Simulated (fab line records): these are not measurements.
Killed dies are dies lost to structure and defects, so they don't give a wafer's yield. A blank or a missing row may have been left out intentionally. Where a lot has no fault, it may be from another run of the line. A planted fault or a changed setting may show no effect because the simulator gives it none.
Which tool is to blame? + flow sky130 + 7 lots, 21 wafers sampled, at 2 steps of a route of 708

WHAT THE GAUGES SHOWED, per wafer
SKY_POLY_CUT_OVL_MEAS_09.
| lot  | measured     | on         | POLY_CUT_OVL (nm) |
|------|--------------|------------|-------------------|
| L919 | day 24 23:37 | overlay-02 | 1 7 2             |
| L922 | day 25 17:21 | overlay-01 | 0 1 -3            |
| L931 | day 28 17:37 | overlay-01 | 12 6 10           |
| L933 | day 29 19:44 | overlay-01 | -1 4 7            |
| L935 | day 30 02:13 | overlay-02 | 7 8 8             |
| L937 | day 31 00:14 | overlay-02 | 5 2 -5            |
| L939 | day 31 07:01 | overlay-01 | 4 4 4             |

EACH LOT AND THE TOOL THAT RAN IT (in order: tool; ch and the chambers of the sampled wafers; start)
| lot  | SKY_VT_ADJUST_LVTN_DEVELOP_17     |
|------|-----------------------------------|
| L919 | litho-track-04 ch 0, day 8 07:50  |
| L922 | litho-track-02 ch 0, day 9 00:00  |
| L931 | litho-track-01, day 11 06:31      |
| L933 | litho-track-02, day 12 04:12      |
| L935 | litho-track-02 ch 0, day 12 07:46 |
| L937 | litho-track-02 ch 0, day 13 02:58 |
| L939 | litho-track-02 ch 0, day 13 12:25 |
- SKY_VT_ADJUST_LVTN_DEVELOP_17: develop time 60 s.

THE ANSWER, worked out from the rows above alone
Rule: the usual values come from the lots themselves. Put in order of their means at a reading, lots are off if they are a third of the lots or fewer, leave a main group of 4 or more, and stand apart from it by a gap of 3 or more times the standard deviation of the main group's means; of several such gaps the widest counts. A main group whose means are all the same, to the digits that the tables above print for the reading, isn't used. A lot without any number at a reading at which 4 lots or more have one is off too. Where the step has rows for the other lots, those lots are counted as sound.
No lot is off at any reading shown: from this, nothing can be told.

WHAT THE SIMULATOR PUT IN
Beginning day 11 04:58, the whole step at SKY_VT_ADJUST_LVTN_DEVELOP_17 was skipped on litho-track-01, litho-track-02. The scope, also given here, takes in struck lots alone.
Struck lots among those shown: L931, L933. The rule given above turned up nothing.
